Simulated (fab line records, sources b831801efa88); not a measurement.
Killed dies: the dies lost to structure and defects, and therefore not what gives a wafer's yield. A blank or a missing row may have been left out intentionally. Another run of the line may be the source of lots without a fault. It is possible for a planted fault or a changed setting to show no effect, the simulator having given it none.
fab line records	flow sky130	part 1 of 2: steps 1 to 30 of 42
[record] lots = 5	wafers = 15	last-day = 50
route steps=708 shown LDD_N@248 LDD_P@255 LDD_HVN@267 LDD_HVP@278 LDD_LDN@289
lots that met no fault: taken from a fault-free run of the same line
start-h: hours from the record's first day to the start of the lot's first wafer shown	wait-h: how many hours have passed since the lot's step before this one	" the same as in the row above	L1.1+2: a row that stands for several wafers	- value missing, or start not given	* or withheld: withheld	< > ~ a bound
route shown NAME@n: names a module that has steps shown in the file, with the first one's number in the route	usual: mean/standard deviation of fault-free wafers	same: alike in all rows	chamber/n: place in a boat	sites: readings site by site	_std_site: the standard deviation of these	_edge_site: outer sites' mean less inner sites'	radius-mm: for every site, how far away it sits from the centre of the wafer	mask NAME#n: copy n	behind: tool/chamber where the wafer was last shaped	hold: cause of the lot's hold/its duration in hours/its outcome	device: which transistor (n, p or np) failed to switch	end of line: the tests these same wafers got at the end of their route	a step without rows: its recipe alone	killed: dies that structure and defects cost at the first sort, which is not the same as the wafer's yield	map: per-die view of a wafer (x killed, . not killed, _ where there is no die)
set.NAME: the setting the step ran with; set.NAME@STEP: the setting that earlier step ran with	model.NAME: the simulator's own value behind a step, which no gauge read
lots at selected steps of the route; one table per step, one row per wafer
services: a tool's chamber out of use, with start hour (start-h, from the record's first day; less than 0 if before it), hours out, and reason
[[steps]]
[step SKY_LDD_N_IMPLANT_11]
[recipe] species = As	energy-kev = 20	dose-cm2 = 7.5e+13	tilt-deg = withheld	rotation-deg = 293
[usual] rotation-deg = 293.00/0.051
lot.wafer	tool	chamber	start-h	wait-h	rotation-deg
L074.1	implanter-03	0	392.72	0.1	293.03
L074.2	"	0	"	"	293.03
L074.4	"	0	"	"	293.03
L078.2	implanter-03	0	455.45	0.1	293.13
L078.4	"	0	"	"	292.96
L078.5	"	0	"	"	293.09
L087.1	implanter-02	0	512.08	0.1	292.99
L087.4	"	0	"	"	293.04
L087.6	"	0	"	"	292.93
L096.1	implanter-03	0	590.83	0.1	293.03
L096.2	"	0	"	"	293.07
L096.4	"	0	"	"	292.91
L097.3	implanter-02	0	595.08	0.1	292.96
L097.4	"	0	"	"	293.02
L097.6	"	0	"	"	292.97
[step SKY_LDD_N_IMPLANT_12]
[recipe] species = BF2	energy-kev = 50	dose-cm2 = 5e+12	tilt-deg = 30	rotation-deg = 0
[usual] rotation-deg = 0.001/0.022
lot.wafer	tool	chamber	start-h	wait-h	rotation-deg
L074.1	implanter-03	0	392.87	0.1	-0.021
L074.2	"	0	"	"	-0.035
L074.4	"	0	"	"	0.004
L078.2	implanter-03	0	455.60	0.1	0.010
L078.4	"	0	"	"	0.002
L078.5	"	0	"	"	0.011
L087.1	implanter-02	0	512.23	0.1	0.000
L087.4	"	0	"	"	0.008
L087.6	"	0	"	"	-0.001
L096.1	implanter-03	0	590.98	0.1	0.027
L096.2	"	0	"	"	0.001
L096.4	"	0	"	"	0.040
L097.3	implanter-02	0	595.23	0.1	-0.031
L097.4	"	0	"	"	0.021
L097.6	"	0	"	"	-0.036
[step SKY_LDD_N_IMPLANT_13]
[recipe] species = BF2	energy-kev = 50	dose-cm2 = 5e+12	tilt-deg = 30	rotation-deg = 90
[usual] rotation-deg = 89.999/0.027
lot.wafer	tool	chamber	start-h	wait-h	rotation-deg
L074.1	implanter-03	0	393.02	0.1	89.989
L074.2	"	0	"	"	89.973
L074.4	"	0	"	"	89.947
L078.2	implanter-03	0	455.75	0.1	90.047
L078.4	"	0	"	"	90.025
L078.5	"	0	"	"	90.009
L087.1	implanter-02	0	512.38	0.1	90.052
L087.4	"	0	"	"	89.980
L087.6	"	0	"	"	89.990
L096.1	implanter-03	0	591.13	0.1	90.010
L096.2	"	0	"	"	90.046
L096.4	"	0	"	"	90.030
L097.3	implanter-02	0	595.38	0.1	90.015
L097.4	"	0	"	"	89.969
L097.6	"	0	"	"	90.020
[step SKY_LDD_N_IMPLANT_14]
[recipe] species = BF2	energy-kev = 50	dose-cm2 = 5e+12	tilt-deg = 30	rotation-deg = 180
[usual] rotation-deg = 179.99/0.035
lot.wafer	tool	chamber	start-h	wait-h	rotation-deg
L074.1	implanter-03	0	393.17	0.1	179.97
L074.2	"	0	"	"	180.00
L074.4	"	0	"	"	179.98
L078.2	implanter-03	0	455.90	0.1	180.00
L078.4	"	0	"	"	179.96
L078.5	"	0	"	"	179.96
L087.1	implanter-02	0	512.53	0.1	179.94
L087.4	"	0	"	"	179.93
L087.6	"	0	"	"	180.01
L096.1	implanter-03	0	591.28	0.1	179.95
L096.2	"	0	"	"	179.97
L096.4	"	0	"	"	180.01
L097.3	implanter-02	0	595.53	0.1	180.02
L097.4	"	0	"	"	180.00
L097.6	"	0	"	"	179.99
[step SKY_LDD_N_IMPLANT_15]
[recipe] species = BF2	energy-kev = 50	dose-cm2 = 5e+12	tilt-deg = 30	rotation-deg = 270
[usual] rotation-deg = 270.01/0.047
lot.wafer	tool	chamber	start-h	wait-h	rotation-deg
L074.1	implanter-03	0	393.32	0.1	269.99
L074.2	"	0	"	"	269.94
L074.4	"	0	"	"	270.03
L078.2	implanter-03	0	456.05	0.1	270.03
L078.4	"	0	"	"	270.03
L078.5	"	0	"	"	270.09
L087.1	implanter-02	0	512.68	0.1	269.98
L087.4	"	0	"	"	269.98
L087.6	"	0	"	"	270.02
L096.1	implanter-03	0	591.43	0.1	269.97
L096.2	"	0	"	"	270.04
L096.4	"	0	"	"	270.03
L097.3	implanter-02	0	595.68	0.1	270.00
L097.4	"	0	"	"	269.92
L097.6	"	0	"	"	269.97
[step SKY_LDD_N_STRIP_16]
[recipe] chemistry = O2/N2	power-w = 1400	pressure-mtorr = 1500	platen-temp-c = withheld	o2-flow-sccm = 3000	n2-flow-sccm = 300	overash-fraction = 0.5
[usual] drypump-motor-current-A = 5.5/0.37	n2-flow-sccm = 300.0/0.97	oes-product-au = 0.406/0.0044	strip-time-to-endpoint-s = 4.310/0.016
lot.wafer	tool	chamber	start-h	wait-h	drypump-motor-current-A	n2-flow-sccm	oes-product-au	rf-hours-counter-h	strip-time-to-endpoint-s
L074.1	plasma-asher-04	0	393.47	0.1	6.0	299.2	0.419	71	4.349
L074.2	"	1	"	"	6.0	300.2	0.411	71	4.321
L074.4	"	0	"	"	6.0	299.4	0.413	-	4.338
L078.2	plasma-asher-02	1	456.17	0.1	5.1	300.1	0.412	2	4.328
L078.4	"	1	"	"	5.2	299.6	0.405	-	4.324
L078.5	"	1	"	"	5.1	300.5	0.413	-	4.307
L087.1	plasma-asher-02	0	512.83	0.1	5.2	299.4	0.412	8	4.303
L087.4	"	0	"	"	5.2	300.8	0.411	-	4.315
L087.6	"	0	"	"	5.2	301.4	0.403	-	4.310
L096.1	plasma-asher-02	1	591.58	0.1	5.1	300.1	0.410	16	4.321
L096.2	"	0	"	"	5.2	299.7	0.404	16	4.316
L096.4	"	1	"	"	5.2	300.2	0.401	-	4.317
L097.3	plasma-asher-01	1	595.82	0.1	5.2	299.3	0.409	-	4.319
L097.4	"	0	"	"	5.8	300.8	0.409	-	4.326
L097.6	"	1	"	"	5.2	301.3	0.404	-	4.308
[step SKY_LDD_N_TW_MEAS_17]
[usual] LDD_N_TW = 2575/20
lot.wafer	tool	chamber	start-h	wait-h	LDD_N_TW
L074.1	film-metro-01	-	393.57	0.1	2532
L074.2	"	-	"	"	2527
L074.4	"	-	"	"	2525
L078.2	film-metro-01	-	456.28	0.1	2555
L078.4	"	-	"	"	2557
L078.5	"	-	"	"	2557
L087.1	film-metro-04	-	512.93	0.1	2593
L087.4	"	-	"	"	2614
L087.6	"	-	"	"	2606
L096.1	film-metro-01	-	591.68	0.1	2568
L096.2	"	-	"	"	2587
L096.4	"	-	"	"	2590
L097.3	film-metro-03	-	595.90	0.1	2569
L097.4	"	-	"	"	2574
L097.6	"	-	"	"	2582
[step SKY_LDD_P_DEHYDRATE_00]
[recipe] temp-c = 200	time-s = 60
lot.wafer	tool	chamber	start-h	wait-h
L074.1+2+4	litho-track-04	0	407.09	13.5
L078.2+4+5	litho-track-04	0	470.81	14.5
L087.1+4+6	litho-track-03	0	526.54	13.6
L096.1+2+4	litho-track-03	0	605.99	14.3
L097.3+4+6	litho-track-03	0	609.84	13.9
[step SKY_LDD_P_HMDS_01]
[recipe] prime-time-s = 60	prime-temp-c = 120
lot.wafer	tool	chamber	start-h	wait-h
L074.1+2+4	litho-track-04	0	407.24	0.1
L078.2+4+5	litho-track-04	0	470.96	0.1
L087.1+4+6	litho-track-03	0	526.69	0.1
L096.1+2+4	litho-track-03	0	606.14	0.1
L097.3+4+6	litho-track-03	0	609.99	0.1
[step SKY_LDD_P_COAT_02]
[recipe] resist = NOVOLAK	spin-rpm = 3000	resist-thk-nm = 1156
[usual] spin-speed-rpm = 2999.8/1.7
lot.wafer	tool	chamber	start-h	wait-h	spin-speed-rpm
L074.1	litho-track-04	0	407.39	0.1	3001.1
L074.2	"	0	"	"	2998.2
L074.4	"	0	"	"	2998.6
L078.2	litho-track-04	0	471.11	0.1	3001.3
L078.4	"	0	"	"	3001.7
L078.5	"	0	"	"	2999.9
L087.1	litho-track-03	0	526.84	0.1	3002.7
L087.4	"	0	"	"	3000.0
L087.6	"	0	"	"	3000.5
L096.1	litho-track-03	0	606.29	0.1	2998.0
L096.2	"	0	"	"	2998.5
L096.4	"	0	"	"	2995.2
L097.3	litho-track-03	0	610.14	0.1	2999.6
L097.4	"	0	"	"	2997.6
L097.6	"	0	"	"	3001.7
[step SKY_LDD_P_SOFTBAKE_03]
[recipe] temp-c = 90	time-s = 60	resist = NOVOLAK
lot.wafer	tool	chamber	start-h	wait-h
L074.1+2+4	litho-track-04	0	407.54	0.1
L078.2+4+5	litho-track-04	0	471.26	0.1
L087.1+4+6	litho-track-03	0	526.99	0.1
L096.1+2+4	litho-track-03	0	606.44	0.1
L097.3+4+6	litho-track-03	0	610.29	0.1
[step SKY_LDD_P_EXPOSE_04]
[recipe] mask-id = PSDM	na = 0.6	source-shape = conventional	sigma-outer = 0.6	polarization = unpolarized	target-cd-nm = 380	dose-mj = 138
[same] na = 0.6
lot.wafer	tool	chamber	start-h	wait-h	mask
L074.1+2+4	iline-stepper-02	0	-	-	PSDM#0
L078.2+4+5	iline-stepper-02	0	-	-	PSDM#0
L087.1+4+6	iline-stepper-02	0	-	-	PSDM#0
L096.1+2+4	iline-stepper-01	0	-	-	PSDM#0
L097.3+4+6	iline-stepper-02	0	-	-	PSDM#0
[step SKY_LDD_P_PEB_05]
[recipe] temp-c = withheld	time-s = *	resist = NOVOLAK
lot.wafer	tool	chamber	start-h	wait-h
L074.1+2+4	litho-track-03	0	-	-
L078.2+4+5	litho-track-04	0	-	-
L087.1+4+6	litho-track-04	0	-	-
L096.1+2+4	litho-track-03	0	-	-
L097.3+4+6	litho-track-01	0	-	-
[step SKY_LDD_P_DEVELOP_06]
[recipe] resist = NOVOLAK	developer = TMAH	develop-time-s = 60	dev-temp-c = 23
[usual] developer-temp-C = 23.01/0.11
lot.wafer	tool	chamber	start-h	wait-h	developer-temp-C
L074.1	litho-track-03	0	423.04	0.1	23.25
L074.2	"	0	"	"	23.13
L074.4	"	0	"	"	23.13
L078.2	litho-track-04	0	486.16	0.1	23.14
L078.4	"	0	"	"	23.20
L078.5	"	0	"	"	22.93
L087.1	litho-track-04	0	542.89	0.1	22.86
L087.4	"	0	"	"	22.87
L087.6	"	0	"	"	23.07
L096.1	litho-track-03	0	619.84	0.1	23.06
L096.2	"	0	"	"	23.02
L096.4	"	0	"	"	23.06
L097.3	litho-track-01	0	624.27	0.1	22.94
L097.4	"	0	"	"	22.81
L097.6	"	0	"	"	23.15
[step SKY_LDD_P_CD_MEAS_07]
[recipe] target-cd-nm = 380
[usual] cd-nm = 379.4/2.4
lot.wafer	tool	chamber	start-h	wait-h	cd-nm
L074.1	cd-sem-02	-	423.19	0.1	381.4
L074.2	"	-	"	"	381.5
L074.4	"	-	"	"	384.5
L078.2	cd-sem-01	-	486.31	0.1	378.4
L078.4	"	-	"	"	379.1
L078.5	"	-	"	"	379.3
L087.1	cd-sem-01	-	543.04	0.1	375.5
L087.4	"	-	"	"	379.6
L087.6	"	-	"	"	378.1
L096.1	cd-sem-01	-	619.99	0.1	378.4
L096.2	"	-	"	"	379.5
L096.4	"	-	"	"	380.7
L097.3	cd-sem-01	-	624.41	0.1	378.1
L097.4	"	-	"	"	378.9
L097.6	"	-	"	"	377.7
[step SKY_LDD_P_OVL_MEAS_08]
[usual] LDD_P_OVL = -0.3/1.8
lot.wafer	tool	chamber	start-h	wait-h	LDD_P_OVL[nm]
L074.1	overlay-01	-	423.31	0.1	-0.7
L074.2	"	-	"	"	1.2
L074.4	"	-	"	"	-1.6
L078.2	overlay-02	-	486.41	0.1	2.3
L078.4	"	-	"	"	1.2
L078.5	"	-	"	"	2.3
L087.1	overlay-02	-	543.16	0.1	2.0
L087.4	"	-	"	"	3.2
L087.6	"	-	"	"	3.1
L096.1	overlay-01	-	620.11	0.1	0.0
L096.2	"	-	"	"	-0.9
L096.4	"	-	"	"	-0.8
L097.3	overlay-01	-	624.50	0.1	-1.0
L097.4	"	-	"	"	0.4
L097.6	"	-	"	"	-0.5
[step SKY_LDD_P_IMPLANT_09]
[recipe] species = BF2	energy-kev = 25	dose-cm2 = 1e+13	tilt-deg = withheld
lot.wafer	tool	chamber	start-h	wait-h
L074.1+2+4	implanter-01	0	423.35	0.0
L078.2+4+5	implanter-01	0	486.47	0.0
L087.1+4+6	implanter-02	0	543.19	0.0
L096.1+2+4	implanter-04	0	620.15	0.0
L097.3+4+6	implanter-04	0	624.58	0.1
[step SKY_LDD_P_STRIP_10]
[recipe] chemistry = O2/N2	power-w = 1400	pressure-mtorr = 1500	platen-temp-c = withheld	o2-flow-sccm = 3000	n2-flow-sccm = 300	overash-fraction = 0.5
[usual] drypump-motor-current-A = 5.6/0.5	n2-flow-sccm = 300.0/0.88	oes-product-au = 0.715/0.0045	strip-time-to-endpoint-s = 14.33/0.034
lot.wafer	tool	chamber	start-h	wait-h	drypump-motor-current-A	n2-flow-sccm	oes-product-au	rf-hours-counter-h	strip-time-to-endpoint-s
L074.1	plasma-asher-01	0	423.50	0.1	5.8	299.7	0.716	62	14.32
L074.2	"	1	"	"	5.2	300.1	0.712	62	14.27
L074.4	"	1	"	"	5.2	298.8	0.720	-	14.34
L078.2	plasma-asher-02	1	486.59	0.1	5.1	299.0	0.714	5	14.32
L078.4	"	1	"	"	5.2	297.9	0.722	-	14.29
L078.5	"	0	"	"	5.2	300.3	0.718	-	14.33
L087.1	plasma-asher-02	1	543.34	0.1	5.1	299.4	0.717	11	14.32
L087.4	"	0	"	"	5.2	299.7	0.710	-	14.34
L087.6	"	0	"	"	5.2	301.1	0.712	-	14.34
L096.1	plasma-asher-03	0	620.30	0.1	6.5	299.2	0.714	46	14.34
L096.2	"	1	"	"	5.9	300.0	0.720	46	14.31
L096.4	"	1	"	"	5.8	300.2	0.705	-	14.28
L097.3	plasma-asher-03	1	624.71	0.1	5.8	301.0	0.715	-	14.35
L097.4	"	0	"	"	6.5	299.1	0.718	-	14.35
L097.6	"	0	"	"	6.5	299.4	0.711	-	14.36
[step SKY_LDD_P_TW_MEAS_11]
[usual] LDD_P_TW = 632/5.4
lot.wafer	tool	chamber	start-h	wait-h	LDD_P_TW
L074.1	film-metro-02	-	423.60	0.1	632
L074.2	"	-	"	"	631
L074.4	"	-	"	"	631
L078.2	film-metro-02	-	486.70	0.1	633
L078.4	"	-	"	"	630
L078.5	"	-	"	"	628
L087.1	film-metro-04	-	543.44	0.1	638
L087.4	"	-	"	"	633
L087.6	"	-	"	"	635
L096.1	film-metro-04	-	620.40	0.1	639
L096.2	"	-	"	"	637
L096.4	"	-	"	"	637
L097.3	film-metro-02	-	624.80	0.1	634
L097.4	"	-	"	"	634
L097.6	"	-	"	"	637
[step SKY_LDD_HVN_DEHYDRATE_00]
[recipe] temp-c = 200	time-s = 60
lot.wafer	tool	chamber	start-h	wait-h
L074.1+2+4	litho-track-01	0	438.52	14.9
L078.2+4+5	litho-track-01	0	500.74	14.0
L087.1+4+6	litho-track-01	0	556.92	13.5
L096.1+2+4	litho-track-02	0	635.00	14.6
L097.3+4+6	litho-track-04	0	639.64	14.8
[step SKY_LDD_HVN_HMDS_01]
[recipe] prime-time-s = 60	prime-temp-c = 120
lot.wafer	tool	chamber	start-h	wait-h
L074.1+2+4	litho-track-01	0	438.67	0.1
L078.2+4+5	litho-track-01	0	500.89	0.1
L087.1+4+6	litho-track-01	0	557.07	0.1
L096.1+2+4	litho-track-02	0	635.15	0.1
L097.3+4+6	litho-track-04	0	639.79	0.1
[step SKY_LDD_HVN_COAT_02]
[recipe] resist = NOVOLAK	spin-rpm = 3000	resist-thk-nm = 300
[usual] spin-speed-rpm = 3000.3/1.8
lot.wafer	tool	chamber	start-h	wait-h	spin-speed-rpm
L074.1	litho-track-01	0	438.82	0.1	2998.5
L074.2	"	0	"	"	3000.3
L074.4	"	0	"	"	3002.5
L078.2	litho-track-01	0	501.04	0.1	2999.3
L078.4	"	0	"	"	3001.2
L078.5	"	0	"	"	3000.0
L087.1	litho-track-01	0	557.22	0.1	3002.4
L087.4	"	0	"	"	2999.8
L087.6	"	0	"	"	3001.2
L096.1	litho-track-02	0	635.30	0.1	3000.5
L096.2	"	0	"	"	2997.8
L096.4	"	0	"	"	3000.3
L097.3	litho-track-04	0	639.94	0.1	3000.1
L097.4	"	0	"	"	3000.7
L097.6	"	0	"	"	3000.7
[step SKY_LDD_HVN_SOFTBAKE_03]
[recipe] temp-c = 90	time-s = 60	resist = NOVOLAK
lot.wafer	tool	chamber	start-h	wait-h
L074.1+2+4	litho-track-01	0	438.97	0.1
L078.2+4+5	litho-track-01	0	501.19	0.1
L087.1+4+6	litho-track-01	0	557.37	0.1
L096.1+2+4	litho-track-02	0	635.45	0.1
L097.3+4+6	litho-track-04	0	640.09	0.1
[step SKY_LDD_HVN_EXPOSE_04]
[recipe] mask-id = HVNTM	na = 0.6	source-shape = conventional	sigma-outer = 0.6	polarization = unpolarized	target-cd-nm = 700	dose-mj = 127
[same] na = 0.6
lot.wafer	tool	chamber	start-h	wait-h	mask
L074.1+2+4	iline-stepper-01	0	-	-	HVNTM#0
L078.2+4+5	iline-stepper-02	0	-	-	HVNTM#0
L087.1+4+6	iline-stepper-01	0	-	-	HVNTM#0
L096.1+2+4	iline-stepper-01	0	-	-	HVNTM#0
L097.3+4+6	iline-stepper-01	0	-	-	HVNTM#0
[step SKY_LDD_HVN_PEB_05]
[recipe] temp-c = withheld	time-s = *	resist = NOVOLAK
lot.wafer	tool	chamber	start-h	wait-h
L074.1+2+4	litho-track-04	0	-	-
L078.2+4+5	litho-track-02	0	-	-
L087.1+4+6	litho-track-02	0	-	-
L096.1+2+4	litho-track-01	0	-	-
L097.3+4+6	litho-track-02	0	-	-
[step SKY_LDD_HVN_DEVELOP_06]
[recipe] resist = NOVOLAK	developer = TMAH	develop-time-s = 60	dev-temp-c = 23
[usual] developer-temp-C = 22.97/0.11
lot.wafer	tool	chamber	start-h	wait-h	developer-temp-C
L074.1	litho-track-04	0	454.89	0.1	23.09
L074.2	"	0	"	"	23.05
L074.4	"	0	"	"	23.12
L078.2	litho-track-02	0	516.77	0.1	23.06
L078.4	"	0	"	"	22.87
L078.5	"	0	"	"	22.87
L087.1	litho-track-02	0	572.15	0.1	23.01
L087.4	"	0	"	"	22.87
L087.6	"	0	"	"	22.75
L096.1	litho-track-01	0	649.22	0.1	22.96
L096.2	"	0	"	"	22.90
L096.4	"	0	"	"	22.80
L097.3	litho-track-02	0	653.80	0.1	23.13
L097.4	"	0	"	"	23.07
L097.6	"	0	"	"	22.91
[step SKY_LDD_HVN_OVL_MEAS_07]
[usual] LDD_HVN_OVL = 1.2/1.5
lot.wafer	tool	chamber	start-h	wait-h	LDD_HVN_OVL[nm]
L074.1	overlay-02	-	455.04	0.1	-1.2
L074.2	"	-	"	"	-1.2
L074.4	"	-	"	"	0.6
L078.2	overlay-01	-	516.90	0.1	0.8
L078.4	"	-	"	"	0.4
L078.5	"	-	"	"	1.0
L087.1	overlay-01	-	572.32	0.2	5.4
L087.4	"	-	"	"	2.9
L087.6	"	-	"	"	3.5
L096.1	overlay-02	-	649.37	0.1	-0.5
L096.2	"	-	"	"	1.4
L096.4	"	-	"	"	-0.4
L097.3	overlay-02	-	653.91	0.1	1.4
L097.4	"	-	"	"	2.3
L097.6	"	-	"	"	1.3
[step SKY_LDD_HVN_IMPLANT_08]
[recipe] species = P	energy-kev = 60	dose-cm2 = 3e+13	tilt-deg = 40
lot.wafer	tool	chamber	start-h	wait-h
L074.1+2+4	implanter-02	0	456.00	1.0
L078.2+4+5	implanter-02	0	516.96	0.0
L087.1+4+6	implanter-04	0	572.36	0.0
L096.1+2+4	implanter-04	0	649.41	0.0
L097.3+4+6	implanter-04	0	653.98	0.1
[step SKY_LDD_HVN_STRIP_09]
[recipe] chemistry = O2/N2	power-w = 1400	pressure-mtorr = 1500	platen-temp-c = withheld	o2-flow-sccm = 3000	n2-flow-sccm = 300	overash-fraction = 0.5
[usual] drypump-motor-current-A = 5.9/0.35	n2-flow-sccm = 300.0/1	oes-product-au = 0.408/0.0042	strip-time-to-endpoint-s = 4.133/0.013
lot.wafer	tool	chamber	start-h	wait-h	drypump-motor-current-A	n2-flow-sccm	oes-product-au	rf-hours-counter-h	strip-time-to-endpoint-s
L074.1	plasma-asher-03	0	456.15	0.1	6.5	300.8	0.408	30	4.147
L074.2	"	1	"	"	5.9	301.5	0.405	30	4.147
L074.4	"	1	"	"	5.9	301.6	0.410	-	4.133
L078.2	plasma-asher-01	1	517.08	0.1	5.2	300.5	0.413	71	4.118
L078.4	"	1	"	"	5.2	300.8	0.405	-	4.120
L078.5	"	1	"	"	5.2	301.9	0.407	-	4.115
L087.1	plasma-asher-01	0	572.51	0.1	5.9	300.0	0.413	77	4.148
L087.4	"	1	"	"	5.2	301.5	0.414	-	4.157
L087.6	"	1	"	"	5.2	300.5	0.409	-	4.146
L096.1	plasma-asher-03	0	649.56	0.1	6.5	298.0	0.404	49	4.130
L096.2	"	1	"	"	5.9	300.5	0.411	49	4.130
L096.4	"	1	"	"	5.8	301.2	0.405	-	4.120
L097.3	plasma-asher-03	0	654.12	0.1	6.5	302.0	0.402	-	4.121
L097.4	"	1	"	"	5.8	300.3	0.404	-	4.137
L097.6	"	1	"	"	5.9	299.9	0.407	-	4.132
[step SKY_LDD_HVN_TW_MEAS_10]
[usual] LDD_HVN_TW = 1435/9.4
lot.wafer	tool	chamber	start-h	wait-h	LDD_HVN_TW
L074.1	film-metro-04	-	456.25	0.1	1439
L074.2	"	-	"	"	1438
L074.4	"	-	"	"	1447
L078.2	film-metro-02	-	517.19	0.1	1426
L078.4	"	-	"	"	1426
L078.5	"	-	"	"	1423
L087.1	film-metro-04	-	572.61	0.1	1441
L087.4	"	-	"	"	1444
L087.6	"	-	"	"	1435
L096.1	film-metro-03	-	649.66	0.1	1435
L096.2	"	-	"	"	1432
L096.4	"	-	"	"	1430
L097.3	film-metro-04	-	654.20	0.1	1443
L097.4	"	-	"	"	1444
L097.6	"	-	"	"	1443
